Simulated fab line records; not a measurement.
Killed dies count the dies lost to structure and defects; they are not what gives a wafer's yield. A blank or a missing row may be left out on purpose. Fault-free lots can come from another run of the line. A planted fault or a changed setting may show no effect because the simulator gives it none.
A lot that was struck, set against a sound lot :: flow sky130 :: 15 steps out of a route of 708
Sound: the wafers L772.4, L772.5, L772.6. Wafers struck: L777.2, L777.3, L777.6. The cause is named last.
For every step that has rows: the tool of each side, followed by ch and its chambers, followed by its first start. Under that, the readings that differ: sound wafers :: struck wafers :: difference of the means :: sigmas: that difference in standard deviations of wafers without a fault.
alike: words and numbers the same on both sides, and readings whose means are apart by under 2 such deviations; not compared: readings that were withheld, readings missing a value for some wafer, numbers with overlapping values and no deviation given by the record, and bounds like >300 which may hide the same value.
Wherever a step has rows on one side only, a row that says differs or no value, or a row with sigmas, the two part there. Numbers that don't overlap but have no deviation are shown without sigmas and don't part them. A reading that every wafer of one side lacks parts them only if that side has two wafers or more.

first, 6 steps without rows for these wafers: SKY_LDD_N_HMDS_01 (prime time 60 s); SKY_LDD_N_COAT_02 (resist thk 300 nm); SKY_LDD_N_SOFTBAKE_03 (time 60 s); SKY_LDD_N_EXPOSE_04 (exposes mask NTM, target cd 840 nm); SKY_LDD_N_PEB_05; SKY_LDD_N_DEVELOP_06 (develop time 60 s).
SKY_LDD_N_OVL_MEAS_07:
  sound on overlay-02, day 15 03:09; struck on overlay-02, day 17 01:47
  alike: LDD_N_OVL
then, 5 steps without rows for these wafers: SKY_LDD_N_IMPLANT_08; SKY_LDD_N_IMPLANT_09; SKY_LDD_N_IMPLANT_10; SKY_LDD_N_IMPLANT_11; SKY_LDD_N_IMPLANT_12.
SKY_LDD_N_IMPLANT_13:
  sound on implanter-04 ch 0, day 15 04:00; struck on implanter-04 ch 0, day 17 02:36
reading: dose ions cm2
sound: 4.993e+12 5.003e+12 4.994e+12
struck: 9.529e+12 9.54e+12 9.532e+12
difference: +4.537e+12
sigmas: +99 or more

reading: faraday current uA
sound: 27.9 28.8 28.9
struck: 53.4 53.8 52.5
difference: +24.7
sigmas: +48

reading: rotation deg (degrees)
sound: 89.980 89.964 89.961
struck: 89.999 90.007 90.048
difference: +0.050
sigmas: +2
then, 1 step without rows for these wafers: SKY_LDD_N_IMPLANT_14.
-- record jumps: 28 days separate the struck wafers' starts on either side; left off in module LDD_N, taken up again in module PAD_OPEN, whose first shown step is the route's number 708 --
SKY_PAD_OPEN_PROBE_99:
  sound on prober-02, day 44 09:16; struck on prober-01, day 45 05:02
reading: model.etest.nfet_01v8_turned.drive ua um
sound: 485.8 493.5 485.4
struck: 477.4 480.1 463.6
difference: -14.5
sigmas: 

reading: model.etest.nfet_01v8_lvt.drive ua um
sound: 558.2 557 555
struck: 549.1 554.9 539.3
difference: -9.0
sigmas: 

reading: model.etest.tip n.rs ohm sq
sound: 446.9 448.8 448.5
struck: 456.4 457.4 454.9
difference: +8.2
sigmas: 

reading: model.etest.nfet_01v8_turned.vt v (V)
sound: 0.713 0.708 0.7136
struck: 0.7319 0.7248 0.7363
difference: +0.0195
sigmas: 

reading: model.etest.nfet_01v8_lvt.vt sat v (V)
sound: 0.5434 0.5441 0.5496
struck: 0.5747 0.562 0.5759
difference: +0.0252
sigmas: 

reading: model.etest.nfet_01v8_swapped.vt sat v (V)
sound: 0.6617 0.6541 0.6588
struck: 0.674 0.6659 0.6778
difference: +0.014
sigmas: 

reading: model.etest.nfet_01v8.vt sat v (V)
sound: 0.6607 0.6522 0.6617
struck: 0.6701 0.6644 0.6713
difference: +0.0104
sigmas: 

reading: model.etest.nfet_01v8_lvt.vt v (V)
sound: 0.6171 0.6178 0.6151
struck: 0.6334 0.6277 0.6382
difference: +0.0164
sigmas: 
  alike: killed_at_M0_to_M3, killed_at_M4_up, killed at contacts, killed at front end, killed at other, killed dies, killed open, killed short

## WHERE THEY PART
Only at SKY_LDD_N_IMPLANT_13, as far as this record shows. Later steps at which nothing parts them and some readings are alike: SKY_PAD_OPEN_PROBE_99.

WHY: what the simulator had put in
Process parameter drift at SKY_LDD_N_IMPLANT_13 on implanter-04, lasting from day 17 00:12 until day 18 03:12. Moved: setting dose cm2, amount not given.
